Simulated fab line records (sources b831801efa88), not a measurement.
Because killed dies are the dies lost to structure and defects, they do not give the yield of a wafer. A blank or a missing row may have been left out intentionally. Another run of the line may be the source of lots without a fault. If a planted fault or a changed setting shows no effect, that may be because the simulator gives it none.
The same fault as seen by 2 desks | flow sfq line | each desk holds nothing but its own numbers, with what lay behind them at the end

== FOR THE TOOL OWNER'S DESK: rie diel-02 ==
The tool's own readings at SFQ_TRILAYER_I2_VIA_BARC_OPEN_VIA_ETCH_096 (etches BARC in O2, target depth 125 nm, time 41.7 s): means of the sampled wafers that have a number, for each lot that ran on this tool. Marked OUT: a lot whose mean sits more than 4 standard deviations from the usual mean, which makes it out of limits; the brackets give that distance.
Columns: A = drypump motor current A at SFQ_TRILAYER_I2_VIA_BARC_OPEN_VIA_ETCH_096, usual 5.4 A; B = oes product au at SFQ_TRILAYER_I2_VIA_BARC_OPEN_VIA_ETCH_096, usual 0.684 a.u.; C = run length s at SFQ_TRILAYER_I2_VIA_BARC_OPEN_VIA_ETCH_096, usual 70.2 s
lot  | first seen here | A   | B     | C
L854 | day 40 07:11    | 5.2 | 0.692 | 69.1
L855 | day 40 13:11    | 4.9 | 0.696 | 68.9
L867 | day 46 04:02    | 4.9 | 0.684 | 70.1
This desk's finding: nothing out of limits on any of the 3 lots.

== METROLOGY DESK ==
Lot by lot, what the gauges showed, no matter which tool ran the lot: averages of those sampled wafers that carry a number. Marked OUT: a lot whose mean sits more than 4 standard deviations from the usual mean, which makes it out of limits; the brackets give that distance.
Columns: A = I2_BOW at SFQ_I2_BOW_MEAS_917, usual 2 um; B = I2_OVL at SFQ_I2_OVL_MEAS_918, usual 2 nm
lot  | first seen here | A   | B
L849 | day 31 03:55    | -3  | -3
L854 | day 33 23:31    | -6  | -2
L855 | day 34 06:41    | -3  | -7
L862 | day 38 13:59    | -10 | 2
L867 | day 40 23:11    | -8  | 1
L872 | day 41 23:11    | 6   | -1
This desk's finding: nothing out of limits on any of the 6 lots.

== ALL TOGETHER ==
Nothing out of limits was seen by the tool owner's desk.
The metrology desk saw nothing out of limits.

== WHAT THE SIMULATOR HAD INSERTED ==
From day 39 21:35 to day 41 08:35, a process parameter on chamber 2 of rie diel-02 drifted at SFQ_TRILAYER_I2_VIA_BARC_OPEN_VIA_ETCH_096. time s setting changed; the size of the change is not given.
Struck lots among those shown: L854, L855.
